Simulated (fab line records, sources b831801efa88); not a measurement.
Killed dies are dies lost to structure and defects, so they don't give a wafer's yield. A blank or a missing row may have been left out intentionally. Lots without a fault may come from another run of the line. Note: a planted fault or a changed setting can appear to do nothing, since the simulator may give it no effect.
Which tool was responsible? :: flow gf180mcu :: 72 wafers from 24 lots sampled at 5 of the route's 602 steps

## WHAT THE GAUGES READ, wafer by wafer
GF_V3_BOW_MEAS_05. Usual: V3_BOW 117 um, standard deviation 7.7.
lot: L074
measured: day 21 10:06
on: filmMetro-03
V3_BOW (um): 113 112 116
flag: 

lot: L075
measured: day 21 20:32
on: filmMetro-04
V3_BOW (um): 114 116 115
flag: 

lot: L076
measured: day 22 05:34
on: filmMetro-01
V3_BOW (um): 122 109 118
flag: 

lot: L078
measured: day 22 21:19
on: filmMetro-04
V3_BOW (um): 118 121 115
flag: 

lot: L077
measured: day 22 22:38
on: filmMetro-04
V3_BOW (um): 116 112 120
flag: 

lot: L079
measured: day 22 23:54
on: filmMetro-04
V3_BOW (um): 129 133 105
flag: 

lot: L080
measured: day 23 15:44
on: filmMetro-03
V3_BOW (um): 112 101 119
flag: 

lot: L081
measured: day 23 21:59
on: filmMetro-03
V3_BOW (um): 108 115 117
flag: 

lot: L082
measured: day 24 10:10
on: filmMetro-04
V3_BOW (um): 111 124 120
flag: 

lot: L083
measured: day 24 17:06
on: filmMetro-04
V3_BOW (um): 130 128 137
flag: 

lot: L084
measured: day 24 22:58
on: filmMetro-01
V3_BOW (um): 113 103 117
flag: 

lot: L085
measured: day 25 12:44
on: filmMetro-01
V3_BOW (um): 118 109 120
flag: 

lot: L086
measured: day 25 18:49
on: filmMetro-01
V3_BOW (um): 109 117 121
flag: 

lot: L087
measured: day 26 09:14
on: filmMetro-01
V3_BOW (um): 111 121 96
flag: 

lot: L088
measured: day 26 11:59
on: filmMetro-01
V3_BOW (um): 114 111 101
flag: 

lot: L089
measured: day 26 16:17
on: filmMetro-04
V3_BOW (um): 113 115 116
flag: 

lot: L090
measured: day 26 22:39
on: filmMetro-03
V3_BOW (um): 125 115 130
flag: 

lot: L091
measured: day 27 04:11
on: filmMetro-01
V3_BOW (um): 129 124 115
flag: 

lot: L092
measured: day 27 11:13
on: filmMetro-01
V3_BOW (um): 111 120 116
flag: 

lot: L093
measured: day 27 16:58
on: filmMetro-01
V3_BOW (um): 111 127 127
flag: 

lot: L094
measured: day 28 01:57
on: filmMetro-03
V3_BOW (um): 123 119 126
flag: 

lot: L095
measured: day 28 10:53
on: filmMetro-04
V3_BOW (um): 111 120 125
flag: 

lot: L096
measured: day 28 17:26
on: filmMetro-01
V3_BOW (um): 104 109 107
flag: 

lot: L097
measured: day 29 01:13
on: filmMetro-04
V3_BOW (um): 107 120 120
flag: 

## EACH LOT AND THE TOOL THAT RAN IT (in order: tool; ch and the chambers of the sampled wafers; start)
lot: L074
GF_V1_ETCH_16: rieDiel-03 ch 0,2, day 18 03:44
GF_V2_SPUTTER_21: pvdSputter-03, day 20 07:41
GF_M3_SPUTTER_00: pvdSputter-02, day 20 08:22
GF_M3_SPUTTER_01: pvdSputter-02, day 20 08:28

lot: L075
GF_V1_ETCH_16: rieDiel-02 ch 2,3, day 18 14:41
GF_V2_SPUTTER_21: pvdSputter-03, day 20 19:01
GF_M3_SPUTTER_00: pvdSputter-04, day 20 19:43
GF_M3_SPUTTER_01: pvdSputter-04, day 20 19:49

lot: L076
GF_V1_ETCH_16: rieDiel-01 ch 0,1,2, day 18 23:01
GF_V2_SPUTTER_21: pvdSputter-03, day 21 03:46
GF_M3_SPUTTER_00: pvdSputter-02, day 21 04:28
GF_M3_SPUTTER_01: pvdSputter-02, day 21 04:34

lot: L078
GF_V1_ETCH_16: rieDiel-02 ch 0,2,3, day 19 15:10
GF_V2_SPUTTER_21: pvdSputter-04, day 21 19:10
GF_M3_SPUTTER_00: pvdSputter-02, day 21 19:52
GF_M3_SPUTTER_01: pvdSputter-02, day 21 19:58

lot: L077
GF_V1_ETCH_16: rieDiel-01 ch 0,1,2, day 19 17:49
GF_V2_SPUTTER_21: pvdSputter-03, day 21 21:32
GF_M3_SPUTTER_00: pvdSputter-04, day 21 22:13
GF_M3_SPUTTER_01: pvdSputter-04, day 21 22:19

lot: L079
GF_V1_ETCH_16: rieDiel-02 ch 0,2, day 19 20:10
GF_V2_SPUTTER_21: pvdSputter-01, day 21 22:34
GF_M3_SPUTTER_00: pvdSputter-03, day 21 23:16
GF_M3_SPUTTER_01: pvdSputter-03, day 21 23:22

lot: L080
GF_V1_ETCH_16: rieDiel-03 ch 0,2,3, day 20 10:50
GF_V2_SPUTTER_21: pvdSputter-01, day 22 14:29
GF_M3_SPUTTER_00: pvdSputter-02, day 22 15:10
GF_M3_SPUTTER_01: pvdSputter-02, day 22 15:16

lot: L081
GF_V1_ETCH_16: rieDiel-03 ch 0,1,3, day 20 18:05
GF_V2_SPUTTER_21: pvdSputter-03, day 22 20:43
GF_M3_SPUTTER_00: pvdSputter-02, day 22 21:37
GF_M3_SPUTTER_01: pvdSputter-02, day 22 21:43

lot: L082
GF_V1_ETCH_16: rieDiel-03 ch 0,2,3, day 21 07:04
GF_V2_SPUTTER_21: pvdSputter-04, day 23 09:20
GF_M3_SPUTTER_00: pvdSputter-02, day 23 10:02
GF_M3_SPUTTER_01: pvdSputter-02, day 23 10:08

lot: L083
GF_V1_ETCH_16: rieDiel-01 ch 0,1,2, day 21 14:05
GF_V2_SPUTTER_21: pvdSputter-03, day 23 16:22
GF_M3_SPUTTER_00: pvdSputter-02, day 23 17:04
GF_M3_SPUTTER_01: pvdSputter-02, day 23 17:10

lot: L084
GF_V1_ETCH_16: rieDiel-02 ch 2,3, day 21 21:20
GF_V2_SPUTTER_21: pvdSputter-03, day 23 22:36
GF_M3_SPUTTER_00: pvdSputter-02, day 23 23:17
GF_M3_SPUTTER_01: pvdSputter-02, day 23 23:23

lot: L085
GF_V1_ETCH_16: rieDiel-02 ch 0,1,3, day 22 11:50
GF_V2_SPUTTER_21: pvdSputter-01, day 24 12:32
GF_M3_SPUTTER_00: pvdSputter-04, day 24 13:14
GF_M3_SPUTTER_01: pvdSputter-04, day 24 13:20

lot: L086
GF_V1_ETCH_16: rieDiel-01 ch 0,1,3, day 22 18:35
GF_V2_SPUTTER_21: pvdSputter-03, day 24 19:31
GF_M3_SPUTTER_00: pvdSputter-02, day 24 20:13
GF_M3_SPUTTER_01: pvdSputter-02, day 24 20:19

lot: L087
GF_V1_ETCH_16: rieDiel-01 ch 0,1, day 23 10:44
GF_V2_SPUTTER_21: pvdSputter-03, day 25 10:01
GF_M3_SPUTTER_00: pvdSputter-02, day 25 10:42
GF_M3_SPUTTER_01: pvdSputter-02, day 25 10:48

lot: L088
GF_V1_ETCH_16: rieDiel-03 ch 0,2, day 23 11:29
GF_V2_SPUTTER_21: pvdSputter-04, day 25 12:04
GF_M3_SPUTTER_00: pvdSputter-02, day 25 12:48
GF_M3_SPUTTER_01: pvdSputter-02, day 25 12:54

lot: L089
GF_V1_ETCH_16: rieDiel-03 ch 0,1,2, day 23 18:26
GF_V2_SPUTTER_21: pvdSputter-03, day 25 17:11
GF_M3_SPUTTER_00: pvdSputter-02, day 25 17:52
GF_M3_SPUTTER_01: pvdSputter-02, day 25 17:58

lot: L090
GF_V1_ETCH_16: rieDiel-02 ch 1,2,3, day 24 00:38
GF_V2_SPUTTER_21: pvdSputter-03, day 25 22:56
GF_M3_SPUTTER_00: pvdSputter-04, day 25 23:37
GF_M3_SPUTTER_01: pvdSputter-04, day 25 23:43

lot: L091
GF_V1_ETCH_16: rieDiel-01 ch 1,2,3, day 24 07:59
GF_V2_SPUTTER_21: pvdSputter-03, day 26 05:42
GF_M3_SPUTTER_00: pvdSputter-04, day 26 06:23
GF_M3_SPUTTER_01: pvdSputter-04, day 26 06:29

lot: L092
GF_V1_ETCH_16: rieDiel-02 ch 1,3, day 24 14:29
GF_V2_SPUTTER_21: pvdSputter-01, day 26 12:31
GF_M3_SPUTTER_00: pvdSputter-02, day 26 13:13
GF_M3_SPUTTER_01: pvdSputter-02, day 26 13:19

lot: L093
GF_V1_ETCH_16: rieDiel-01 ch 0,1,3, day 24 20:08
GF_V2_SPUTTER_21: pvdSputter-04, day 26 18:12
GF_M3_SPUTTER_00: pvdSputter-02, day 26 18:53
GF_M3_SPUTTER_01: pvdSputter-02, day 26 18:59

lot: L094
GF_V1_ETCH_16: rieDiel-02 ch 2,3, day 25 06:35
GF_V2_SPUTTER_21: pvdSputter-03, day 27 02:57
GF_M3_SPUTTER_00: pvdSputter-04, day 27 03:38
GF_M3_SPUTTER_01: pvdSputter-04, day 27 03:44

lot: L095
GF_V1_ETCH_16: rieDiel-01 ch 1,2,3, day 25 15:11
GF_V2_SPUTTER_21: pvdSputter-04, day 27 12:38
GF_M3_SPUTTER_00: pvdSputter-04, day 27 13:20
GF_M3_SPUTTER_01: pvdSputter-04, day 27 13:26

lot: L096
GF_V1_ETCH_16: rieDiel-02 ch 0,2, day 25 23:42
GF_V2_SPUTTER_21: pvdSputter-04, day 27 19:48
GF_M3_SPUTTER_00: pvdSputter-04, day 27 20:29
GF_M3_SPUTTER_01: pvdSputter-04, day 27 20:35

lot: L097
GF_V1_ETCH_16: rieDiel-02 ch 0,1,2, day 26 08:06
GF_V2_SPUTTER_21: pvdSputter-04, day 28 04:50
GF_M3_SPUTTER_00: pvdSputter-02, day 28 05:32
GF_M3_SPUTTER_01: pvdSputter-02, day 28 05:38
- GF_V1_ETCH_16: etches BARC in N2/H2.
- GF_V2_SPUTTER_21: material Ti, target thk 15 nm, time 80.02 s.
- GF_M3_SPUTTER_00: material Ti, target thk 37.5 nm, time 150 s.
- GF_M3_SPUTTER_01: material TiN, target thk 30 nm, time 25 s.

## AS READ BY THE TOOLS THEMSELVES (means over the sampled wafers that have a number; for cases with no such wafer, the mark the record gives instead)
GF_V1_ETCH_16. Usual: biasW 100.02 W, standard deviation 0.28; drypumpMotorCurrentA 5.62 A, standard deviation 0.27; h2FlowSccm 200.0 sccm, standard deviation 0.55; oesProductAu 0.856 a.u., standard deviation 0.0046; throttleValvePct 13.225 %, standard deviation 0.0082.
lot: L074
tool: rieDiel-03
biasW (W): 99.93
drypumpMotorCurrentA (A): 5.79
h2FlowSccm (sccm): 200.4
oesProductAu (a.u.): 0.858
throttleValvePct (%): 13.229
flag: 

lot: L075
tool: rieDiel-02
biasW (W): 99.83
drypumpMotorCurrentA (A): 5.42
h2FlowSccm (sccm): 199.8
oesProductAu (a.u.): 0.854
throttleValvePct (%): 13.236
flag: 

lot: L076
tool: rieDiel-01
biasW (W): 100.02
drypumpMotorCurrentA (A): 5.53
h2FlowSccm (sccm): 200.8
oesProductAu (a.u.): 0.854
throttleValvePct (%): 13.222
flag: 

lot: L078
tool: rieDiel-02
biasW (W): 100.05
drypumpMotorCurrentA (A): 5.55
h2FlowSccm (sccm): 200.0
oesProductAu (a.u.): 0.855
throttleValvePct (%): 13.229
flag: 

lot: L077
tool: rieDiel-01
biasW (W): 100.01
drypumpMotorCurrentA (A): 5.55
h2FlowSccm (sccm): 200.0
oesProductAu (a.u.): 0.856
throttleValvePct (%): 13.227
flag: 

lot: L079
tool: rieDiel-02
biasW (W): 99.89
drypumpMotorCurrentA (A): 5.43
h2FlowSccm (sccm): 200.1
oesProductAu (a.u.): 0.851
throttleValvePct (%): 13.219
flag: 

lot: L080
tool: rieDiel-03
biasW (W): 99.85
drypumpMotorCurrentA (A): 5.83
h2FlowSccm (sccm): 199.9
oesProductAu (a.u.): 0.862
throttleValvePct (%): 13.226
flag: 

lot: L081
tool: rieDiel-03
biasW (W): 99.87
drypumpMotorCurrentA (A): 5.75
h2FlowSccm (sccm): 199.9
oesProductAu (a.u.): 0.855
throttleValvePct (%): 13.229
flag: 

lot: L082
tool: rieDiel-03
biasW (W): 100.00
drypumpMotorCurrentA (A): 5.83
h2FlowSccm (sccm): 200.0
oesProductAu (a.u.): 0.850
throttleValvePct (%): 13.224
flag: 

lot: L083
tool: rieDiel-01
biasW (W): 100.14
drypumpMotorCurrentA (A): 5.53
h2FlowSccm (sccm): 200.2
oesProductAu (a.u.): 0.855
throttleValvePct (%): 13.229
flag: 

lot: L084
tool: rieDiel-02
biasW (W): 100.02
drypumpMotorCurrentA (A): 5.42
h2FlowSccm (sccm): 199.8
oesProductAu (a.u.): 0.861
throttleValvePct (%): 13.224
flag: 

lot: L085
tool: rieDiel-02
biasW (W): 100.03
drypumpMotorCurrentA (A): 5.84
h2FlowSccm (sccm): 200.0
oesProductAu (a.u.): 0.859
throttleValvePct (%): 13.221
flag: 

lot: L086
tool: rieDiel-01
biasW (W): 99.72
drypumpMotorCurrentA (A): 5.48
h2FlowSccm (sccm): 200.3
oesProductAu (a.u.): 0.862
throttleValvePct (%): 13.229
flag: 

lot: L087
tool: rieDiel-01
biasW (W): 99.74
drypumpMotorCurrentA (A): 5.45
h2FlowSccm (sccm): 199.9
oesProductAu (a.u.): 0.860
throttleValvePct (%): 13.217
flag: 

lot: L088
tool: rieDiel-03
biasW (W): 99.97
drypumpMotorCurrentA (A): 5.78
h2FlowSccm (sccm): 200.2
oesProductAu (a.u.): 0.855
throttleValvePct (%): 13.226
flag: 

lot: L089
tool: rieDiel-03
biasW (W): 100.14
drypumpMotorCurrentA (A): 5.69
h2FlowSccm (sccm): 200.4
oesProductAu (a.u.): 0.854
throttleValvePct (%): 13.231
flag: 

lot: L090
tool: rieDiel-02
biasW (W): 100.20
drypumpMotorCurrentA (A): 5.61
h2FlowSccm (sccm): 200.0
oesProductAu (a.u.): 0.852
throttleValvePct (%): 13.225
flag: 

lot: L091
tool: rieDiel-01
biasW (W): 100.05
drypumpMotorCurrentA (A): 5.41
h2FlowSccm (sccm): 199.6
oesProductAu (a.u.): 0.860
throttleValvePct (%): 13.222
flag: 

lot: L092
tool: rieDiel-02
biasW (W): 99.68
drypumpMotorCurrentA (A): 5.92
h2FlowSccm (sccm): 199.5
oesProductAu (a.u.): 0.854
throttleValvePct (%): 13.226
flag: 

lot: L093
tool: rieDiel-01
biasW (W): 100.25
drypumpMotorCurrentA (A): 5.50
h2FlowSccm (sccm): 200.1
oesProductAu (a.u.): 0.857
throttleValvePct (%): 13.216
flag: 

lot: L094
tool: rieDiel-02
biasW (W): 99.88
drypumpMotorCurrentA (A): 5.28
h2FlowSccm (sccm): 200.4
oesProductAu (a.u.): 0.854
throttleValvePct (%): 13.226
flag: 

lot: L095
tool: rieDiel-01
biasW (W): 100.09
drypumpMotorCurrentA (A): 5.43
h2FlowSccm (sccm): 199.8
oesProductAu (a.u.): 0.860
throttleValvePct (%): 13.223
flag: 

lot: L096
tool: rieDiel-02
biasW (W): 100.20
drypumpMotorCurrentA (A): 5.43
h2FlowSccm (sccm): 199.5
oesProductAu (a.u.): 0.857
throttleValvePct (%): 13.228
flag: 

lot: L097
tool: rieDiel-02
biasW (W): 99.82
drypumpMotorCurrentA (A): 5.73
h2FlowSccm (sccm): 200.0
oesProductAu (a.u.): 0.850
throttleValvePct (%): 13.229
flag: 

GF_V2_SPUTTER_21. Usual: chamberPressurePa 5.001 Pa, standard deviation 0.0099; throttleValvePct 30.3 %, standard deviation 1.1.
lot: L074
tool: pvdSputter-03
chamberPressurePa (Pa): 4.997
throttleValvePct (%): 30.1
flag: 

lot: L075
tool: pvdSputter-03
chamberPressurePa (Pa): 4.992
throttleValvePct (%): 30.2
flag: 

lot: L076
tool: pvdSputter-03
chamberPressurePa (Pa): 4.998
throttleValvePct (%): 30.1
flag: 

lot: L078
tool: pvdSputter-04
chamberPressurePa (Pa): 4.996
throttleValvePct (%): 29.2
flag: 

lot: L077
tool: pvdSputter-03
chamberPressurePa (Pa): 4.996
throttleValvePct (%): 30.1
flag: 

lot: L079
tool: pvdSputter-01
chamberPressurePa (Pa): 5.001
throttleValvePct (%): 30.9
flag: 

lot: L080
tool: pvdSputter-01
chamberPressurePa (Pa): 5.009
throttleValvePct (%): 30.7
flag: 

lot: L081
tool: pvdSputter-03
chamberPressurePa (Pa): 5.006
throttleValvePct (%): 29.5
flag: 

lot: L082
tool: pvdSputter-04
chamberPressurePa (Pa): 5.004
throttleValvePct (%): 30.7
flag: 

lot: L083
tool: pvdSputter-03
chamberPressurePa (Pa): 4.998
throttleValvePct (%): 29.4
flag: 

lot: L084
tool: pvdSputter-03
chamberPressurePa (Pa): 4.995
throttleValvePct (%): 30.1
flag: 

lot: L085
tool: pvdSputter-01
chamberPressurePa (Pa): 4.999
throttleValvePct (%): 30.7
flag: 

lot: L086
tool: pvdSputter-03
chamberPressurePa (Pa): 4.992
throttleValvePct (%): 30.8
flag: 

lot: L087
tool: pvdSputter-03
chamberPressurePa (Pa): 5.002
throttleValvePct (%): 30.1
flag: 

lot: L088
tool: pvdSputter-04
chamberPressurePa (Pa): 5.005
throttleValvePct (%): 31.0
flag: 

lot: L089
tool: pvdSputter-03
chamberPressurePa (Pa): 4.995
throttleValvePct (%): 30.5
flag: 

lot: L090
tool: pvdSputter-03
chamberPressurePa (Pa): 5.001
throttleValvePct (%): 29.8
flag: 

lot: L091
tool: pvdSputter-03
chamberPressurePa (Pa): 4.984
throttleValvePct (%): 29.9
flag: 

lot: L092
tool: pvdSputter-01
chamberPressurePa (Pa): 5.006
throttleValvePct (%): 30.7
flag: 

lot: L093
tool: pvdSputter-04
chamberPressurePa (Pa): 5.002
throttleValvePct (%): 30.2
flag: 

lot: L094
tool: pvdSputter-03
chamberPressurePa (Pa): 4.994
throttleValvePct (%): 30.4
flag: 

lot: L095
tool: pvdSputter-04
chamberPressurePa (Pa): 4.996
throttleValvePct (%): 30.6
flag: 

lot: L096
tool: pvdSputter-04
chamberPressurePa (Pa): 5.010
throttleValvePct (%): 30.2
flag: 

lot: L097
tool: pvdSputter-04
chamberPressurePa (Pa): 5.006
throttleValvePct (%): 30.1
flag: 

GF_M3_SPUTTER_00. Usual: chamberPressurePa 1.999 Pa, standard deviation 0.0039; throttleValvePct 30.9 %, standard deviation 0.97.
lot: L074
tool: pvdSputter-02
chamberPressurePa (Pa): 2.001
throttleValvePct (%): 31.6
flag: 

lot: L075
tool: pvdSputter-04
chamberPressurePa (Pa): 1.998
throttleValvePct (%): 30.2
flag: 

lot: L076
tool: pvdSputter-02
chamberPressurePa (Pa): 1.998
throttleValvePct (%): 31.5
flag: 

lot: L078
tool: pvdSputter-02
chamberPressurePa (Pa): 1.997
throttleValvePct (%): 31.7
flag: 

lot: L077
tool: pvdSputter-04
chamberPressurePa (Pa): 1.999
throttleValvePct (%): 30.0
flag: 

lot: L079
tool: pvdSputter-03
chamberPressurePa (Pa): 1.995
throttleValvePct (%): 29.9
flag: 

lot: L080
tool: pvdSputter-02
chamberPressurePa (Pa): 2.001
throttleValvePct (%): 30.8
flag: 

lot: L081
tool: pvdSputter-02
chamberPressurePa (Pa): 1.993
throttleValvePct (%): 31.2
flag: 

lot: L082
tool: pvdSputter-02
chamberPressurePa (Pa): 1.999
throttleValvePct (%): 31.3
flag: 

lot: L083
tool: pvdSputter-02
chamberPressurePa (Pa): 2.002
throttleValvePct (%): 31.6
flag: 

lot: L084
tool: pvdSputter-02
chamberPressurePa (Pa): 2.001
throttleValvePct (%): 30.6
flag: 

lot: L085
tool: pvdSputter-04
chamberPressurePa (Pa): 1.999
throttleValvePct (%): 29.6
flag: 

lot: L086
tool: pvdSputter-02
chamberPressurePa (Pa): 1.998
throttleValvePct (%): 31.1
flag: 

lot: L087
tool: pvdSputter-02
chamberPressurePa (Pa): 2.002
throttleValvePct (%): 31.3
flag: 

lot: L088
tool: pvdSputter-02
chamberPressurePa (Pa): 2.000
throttleValvePct (%): 31.6
flag: 

lot: L089
tool: pvdSputter-02
chamberPressurePa (Pa): 2.000
throttleValvePct (%): 31.0
flag: 

lot: L090
tool: pvdSputter-04
chamberPressurePa (Pa): 2.002
throttleValvePct (%): 30.5
flag: 

lot: L091
tool: pvdSputter-04
chamberPressurePa (Pa): 2.002
throttleValvePct (%): 31.0
flag: 

lot: L092
tool: pvdSputter-02
chamberPressurePa (Pa): 1.999
throttleValvePct (%): 31.4
flag: 

lot: L093
tool: pvdSputter-02
chamberPressurePa (Pa): 1.997
throttleValvePct (%): 31.6
flag: 

lot: L094
tool: pvdSputter-04
chamberPressurePa (Pa): 2.002
throttleValvePct (%): 30.7
flag: 

lot: L095
tool: pvdSputter-04
chamberPressurePa (Pa): 1.997
throttleValvePct (%): 30.2
flag: 

lot: L096
tool: pvdSputter-04
chamberPressurePa (Pa): 1.996
throttleValvePct (%): 30.1
flag: 

lot: L097
tool: pvdSputter-02
chamberPressurePa (Pa): 1.996
throttleValvePct (%): 31.1
flag: 

GF_M3_SPUTTER_01. Usual: chamberPressurePa 0.3999 Pa, standard deviation 0.00095; throttleValvePct 31.0 %, standard deviation 0.95.
lot: L074
tool: pvdSputter-02
chamberPressurePa (Pa): 0.3996
throttleValvePct (%): 31.5
flag: 

lot: L075
tool: pvdSputter-04
chamberPressurePa (Pa): 0.3995
throttleValvePct (%): 30.1
flag: 

lot: L076
tool: pvdSputter-02
chamberPressurePa (Pa): 0.4000
throttleValvePct (%): 31.6
flag: 

lot: L078
tool: pvdSputter-02
chamberPressurePa (Pa): 0.3995
throttleValvePct (%): 31.5
flag: 

lot: L077
tool: pvdSputter-04
chamberPressurePa (Pa): 0.3995
throttleValvePct (%): 30.0
flag: 

lot: L079
tool: pvdSputter-03
chamberPressurePa (Pa): 0.4001
throttleValvePct (%): 29.9
flag: 

lot: L080
tool: pvdSputter-02
chamberPressurePa (Pa): 0.3995
throttleValvePct (%): 30.9
flag: 

lot: L081
tool: pvdSputter-02
chamberPressurePa (Pa): 0.3993
throttleValvePct (%): 31.2
flag: 

lot: L082
tool: pvdSputter-02
chamberPressurePa (Pa): 0.4008
throttleValvePct (%): 31.3
flag: 

lot: L083
tool: pvdSputter-02
chamberPressurePa (Pa): 0.4002
throttleValvePct (%): 31.3
flag: 

lot: L084
tool: pvdSputter-02
chamberPressurePa (Pa): 0.3993
throttleValvePct (%): 30.5
flag: 

lot: L085
tool: pvdSputter-04
chamberPressurePa (Pa): 0.4001
throttleValvePct (%): 29.7
flag: 

lot: L086
tool: pvdSputter-02
chamberPressurePa (Pa): 0.4006
throttleValvePct (%): 31.3
flag: 

lot: L087
tool: pvdSputter-02
chamberPressurePa (Pa): 0.4011
throttleValvePct (%): 31.1
flag: 

lot: L088
tool: pvdSputter-02
chamberPressurePa (Pa): 0.4008
throttleValvePct (%): 31.6
flag: 

lot: L089
tool: pvdSputter-02
chamberPressurePa (Pa): 0.3992
throttleValvePct (%): 31.0
flag: 

lot: L090
tool: pvdSputter-04
chamberPressurePa (Pa): 0.4002
throttleValvePct (%): 30.5
flag: 

lot: L091
tool: pvdSputter-04
chamberPressurePa (Pa): 0.4003
throttleValvePct (%): 31.2
flag: 

lot: L092
tool: pvdSputter-02
chamberPressurePa (Pa): 0.4003
throttleValvePct (%): 31.5
flag: 

lot: L093
tool: pvdSputter-02
chamberPressurePa (Pa): 0.3994
throttleValvePct (%): 31.7
flag: 

lot: L094
tool: pvdSputter-04
chamberPressurePa (Pa): 0.4001
throttleValvePct (%): 30.6
flag: 

lot: L095
tool: pvdSputter-04
chamberPressurePa (Pa): 0.3994
throttleValvePct (%): 30.2
flag: 

lot: L096
tool: pvdSputter-04
chamberPressurePa (Pa): 0.4003
throttleValvePct (%): 30.1
flag: 

lot: L097
tool: pvdSputter-02
chamberPressurePa (Pa): 0.3993
throttleValvePct (%): 31.2
flag: 

## THE ANSWER, worked out from the rows above alone
Rule: a lot counts as off when the mean over its wafers that have a number is more than 3 standard deviations away from the usual mean. Also off: a lot with no number at a reading for which 4 or more lots have one. Any other lot the step has rows for is counted as sound. First the gauges in route order, then the tools' own readings, where a lot's mean is used as printed above. The first step at which some lot is off is used, and at that step the reading that is off furthest; a lot without a number counts as furthest.
No lot is off on any of the readings shown, so nothing can be concluded from this.

## WHAT THE SIMULATOR HAD INSERTED
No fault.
